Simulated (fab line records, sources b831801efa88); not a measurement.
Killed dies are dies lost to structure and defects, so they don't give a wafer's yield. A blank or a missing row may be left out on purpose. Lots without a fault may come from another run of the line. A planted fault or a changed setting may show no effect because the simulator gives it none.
A struck lot beside a sound one | flow gf180mcu | 14 steps out of a route of 602
Sound: wafers L481.3, L481.4, L481.5. Struck: wafers L499.2, L499.5, L499.6. The cause comes at the end.
At each step with rows: each side's tool, then ch and its chambers, then its first start. Under that, the readings that differ: sound wafers | struck wafers | difference of the means | sigmas: that difference in standard deviations of wafers without a fault.
alike: readings whose means differ by less than 2 such deviations, and words and numbers that are the same on both sides. not compared: withheld readings, readings that some wafer has no value for, bounds like >300 that may hide the same value, and numbers for which the record gives no deviation and whose values overlap.
The two part at a step that has a row with sigmas, a row that says differs or no value, or rows on one side only. Numbers that don't overlap but have no deviation are shown without sigmas and don't part them. A reading that every wafer of one side lacks parts them only if that side has two wafers or more.

first, 4 steps without rows for these wafers: GF_V5_SOFTBAKE_10 (time 60 s); GF_V5_EXPOSE_11 (exposes mask Via5, target cd 260 nm); GF_V5_PEB_12 (peb time 90 s); GF_V5_DEVELOP_13 (develop time 60 s).
GF_V5_CD_MEAS_14: target cd 260 nm.
  sound on cd_sem-02, day 27 15:42; struck on cd_sem-02, day 32 20:34
  alike: cd_nm
GF_V5_OVL_MEAS_15:
  sound on overlay-01, day 27 15:47; struck on overlay-01, day 32 20:40
  alike: V5_OVL
GF_V5_ETCH_16: etches BARC in N2/H2.
  sound on rie_diel-03 ch 0,2, day 27 15:49; struck on rie_diel-04 ch 0,3, day 32 20:42
  reading               | sound             | struck            | difference | sigmas
  oes_product_au (a.u.) | 0.837 0.858 0.842 | 0.863 0.858 0.855 | +0.013     | +3
  alike: drypump_motor_current_A, h2_flow_sccm, throttle_valve_pct
GF_V5_ETCH_17: etches SiO2 in C4F8/O2/Ar, stops on TiN, target depth 855 nm.
  sound on rie_diel-03 ch 0,2; struck on rie_diel-04 ch 0,3
  alike: oes_product_au
GF_V5_STRIP_18: strips in O2/N2.
  sound on plasma_asher-01 ch 0,1, day 27 16:00; struck on plasma_asher-01 ch 0,1, day 32 20:51
  alike: drypump_motor_current_A, heater_power_w, oes_product_au
  not compared: rf_hours_counter_h
then, 2 steps without rows for these wafers: GF_V5_STRIP_19 (strips in post etch residue remover, time 1200 s); GF_V5_CLEAN_20 (cleans in DIW).
GF_V5_SPUTTER_21: material Ti, target thk 15 nm, time 80.02 s.
  sound on pvd_sputter-04, day 27 16:30; struck on pvd_sputter-02, day 32 21:26
  alike: cathode_dc_power_W, chamber_pressure_pa, throttle_valve_pct
GF_V5_SPUTTER_22: material TiN, target thk 10 nm, time 40 s.
  sound on pvd_sputter-04, day 27 16:34; struck on pvd_sputter-02, day 32 21:30
  no value came back on the struck wafers for cathode_dc_power_W (W), chamber_pressure_pa (Pa), throttle_valve_pct (%); on the sound wafers cathode_dc_power_W (W) reads 4000.5 3999.7 3999.5
GF_V5_CVD_23: deposits W, target thk 350 nm, time 104.9 s.
  sound on cvd_w-01 ch 0,1, day 27 16:38; struck on cvd_w-02 ch 0,1, day 32 21:32
  alike: heater_power_w

WHERE THEY PART
First at GF_V5_ETCH_16; last, within this record, at GF_V5_SPUTTER_22. Later steps at which nothing parts them and some readings are alike: GF_V5_CVD_23.

WHY: what the simulator had put in
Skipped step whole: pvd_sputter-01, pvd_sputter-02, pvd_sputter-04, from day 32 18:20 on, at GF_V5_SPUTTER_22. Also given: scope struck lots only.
